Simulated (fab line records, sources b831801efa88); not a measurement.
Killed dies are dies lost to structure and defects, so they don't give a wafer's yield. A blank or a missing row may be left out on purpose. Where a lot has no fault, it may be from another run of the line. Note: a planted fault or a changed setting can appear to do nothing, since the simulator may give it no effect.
8D (eight disciplines) problem report, filled in by code + flow gf180mcu + the parts of the form that need people (team, actions taken, sign-off) are left out

1. THE ISSUE
Across 6 wafers from 2 lots, HV_LDD_2_TW at GF_HV_LDD_TW_MEAS_23 averages 999, while fault-free wafers read 1062 with a standard deviation of 5. Relative to the usual mean, that is a shift of -13 standard deviations.
Earliest sighting: wafer L119.1 on filmMetro-04 at day 15 05:16. Wafers with a number at this step in the record: 42, from 14 lots. Rule for "out", or "out of limits": more than 4 standard deviations from the usual mean. All remaining wafers that have a number are taken as sound.

2. WHAT IT IS, WHAT IT ISN'T
| question                    | is                         | is not                                                                                 |
|-----------------------------|----------------------------|----------------------------------------------------------------------------------------|
| which readings at this step | HV_LDD_2_TW                | -                                                                                      |
| which lots                  | L119, L122                 | L105, L106, L107, L108, L109, L111, L112, L114, L121, L124, L125, L128                 |
| which wafers of those lots  | all that have a number     | -                                                                                      |
| read on which gauges        | filmMetro-01, filmMetro-04 | filmMetro-03                                                                           |
| when                        | from day 15 05:16          | up to then (24 sound wafers); but 12 sound wafers of L121, L124, L125, L128 came after |

3. SUSPECTS, AND WHAT RULES EACH OUT
Counting: any tool at a process step up to the reading is kept as a suspect provided that every lot that is out went through it and no sound lot did after the first of them.
- the gauge at GF_HV_LDD_TW_MEAS_23 is ruled out. The wafers that are out were read on 2 gauges (filmMetro-01, filmMetro-04).
- rtpAnneal-01 at GF_VT_IMPLANT_RTA_45 (time 30 s): ruled out as a lasting fault. Following L119 (day 11 10:20), the first lot on it that is out, the sound lots L124, L128 were run on it.
- implanter-04 at GF_HV_LDD_IMPLANT_21: kept. It ran every lot that is out, first L119 (day 15 05:01), and no sound lot after that; its last sound lot up to then is L111 (day 12 18:58). Out on those wafers are its own readings of beamEnergyKeV.
After counting, what remains is implanter-04 at GF_HV_LDD_IMPLANT_21.

4. THE CAUSE (what the simulator had put in)
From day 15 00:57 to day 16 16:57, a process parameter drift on implanter-04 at GF_HV_LDD_IMPLANT_21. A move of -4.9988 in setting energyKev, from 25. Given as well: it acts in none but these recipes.
The count eliminated every tool but this one.

5. SEQUENCE OF EFFECTS, ordered by route
One row per reading whose mean, taken over the struck wafers that have a number, lies over 3 standard deviations from the usual. Readings are gone through only where the record gives a usual standard deviation; hours: the median, over the lots, of the time from a lot's start at the first step in this table giving one to that lot's start at this step; sigmas: the change measured in usual standard deviations.
| hours | step                 | reading       | usual  | on struck wafers | change | sigmas      |
|-------|----------------------|---------------|--------|------------------|--------|-------------|
| 0     | GF_HV_LDD_IMPLANT_21 | beamEnergyKeV | 24.998 | 19.994           | -5.004 | -99 or more |
| 0     | GF_HV_LDD_TW_MEAS_23 | HV_LDD_2_TW   | 1062   | 999              | -63    | -13         |
Here are the process steps it includes:
- GF_HV_LDD_IMPLANT_21

6. WHAT WOULD HAVE CAUGHT IT SOONER
In this record the first reading out of limits at a measuring or inspecting step was taken at day 15 05:16, 4 hours after the fault began at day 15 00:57.
The tool's own readings at GF_HV_LDD_IMPLANT_21 were out on every struck wafer that the step has a row for (beamEnergyKeV): an alarm limit on them would have fired on the first of those.
Lots out: 2; of these, L122 started GF_HV_LDD_IMPLANT_21 on implanter-04 after day 15 05:16. Holding the tool at that time would have saved it.
